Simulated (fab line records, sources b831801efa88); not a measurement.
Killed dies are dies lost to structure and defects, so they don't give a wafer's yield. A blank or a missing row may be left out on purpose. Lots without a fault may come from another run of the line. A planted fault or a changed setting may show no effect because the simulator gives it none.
One fault seen from 2 desks | flow sky130 | each desk has only its own numbers; what lay behind them comes last

THE TOOL OWNER'S DESK: cmp-02
The tool's own readings at SKY_CONTACT_CMP_27 (polishes, stops on SiO2, t overpolish 15 s, target thk 0 nm): means of the sampled wafers that have a number, for each lot that ran on this tool. A lot is out of limits, marked OUT, if its mean lies more than 4 standard deviations from the usual mean; the brackets give that distance.
Columns: A = edge_zone_pressure_frac at SKY_CONTACT_CMP_27, usual 1.000; B = motor_current_A at SKY_CONTACT_CMP_27, usual 10.9 A; C = overpolish_run_s at SKY_CONTACT_CMP_27, usual 14.999 s; D = time_to_endpoint_s at SKY_CONTACT_CMP_27, usual 82 s
lot  | first seen here | A     | B    | C      | D
L236 | day 32 07:00    | 1.002 | 12.0 | 14.998 | 81
L237 | day 32 10:01    | 1.001 | 12.7 | 15.010 | 83
L238 | day 32 22:17    | 1.003 | 12.0 | 15.002 | 80
L246 | day 35 01:44    | 0.999 | 12.9 | 14.995 | 82
L245 | day 35 04:10    | 1.000 | 11.5 | 15.004 | 82
L247 | day 35 12:34    | 0.998 | 11.8 | 14.991 | 76
L249 | day 35 15:44    | 0.998 | 11.4 | 14.998 | 79
L250 | day 36 01:03    | 1.002 | 11.8 | 14.994 | 84
This desk's finding: nothing out of limits on any of the 8 lots.

THE METROLOGY DESK
What the gauges read, lot by lot, whatever tool the lot ran on: means of the sampled wafers that have a number. A lot is out of limits, marked OUT, if its mean lies more than 4 standard deviations from the usual mean; the brackets give that distance.
Columns: A = PASSIVATION_CVD_02_THK at SKY_PASSIVATION_THK_MEAS_03, usual 539 nm
lot  | first seen here | A
L236 | day 44 09:28    | 541
L237 | day 44 10:07    | 535
L238 | day 44 21:20    | 542
L241 | day 45 15:25    | 551
L244 | day 46 02:55    | 536
L246 | day 46 13:18    | 540
L245 | day 46 15:12    | 534
L247 | day 47 00:11    | 543
L248 | day 47 00:32    | 542
L249 | day 47 01:28    | 534
L250 | day 47 07:17    | 533
L251 | day 47 12:37    | 545
This desk's finding: nothing out of limits on any of the 12 lots.

PUT TOGETHER
The tool owner's desk saw nothing out of limits.
The metrology desk saw nothing out of limits.

WHAT THE SIMULATOR HAD PUT IN
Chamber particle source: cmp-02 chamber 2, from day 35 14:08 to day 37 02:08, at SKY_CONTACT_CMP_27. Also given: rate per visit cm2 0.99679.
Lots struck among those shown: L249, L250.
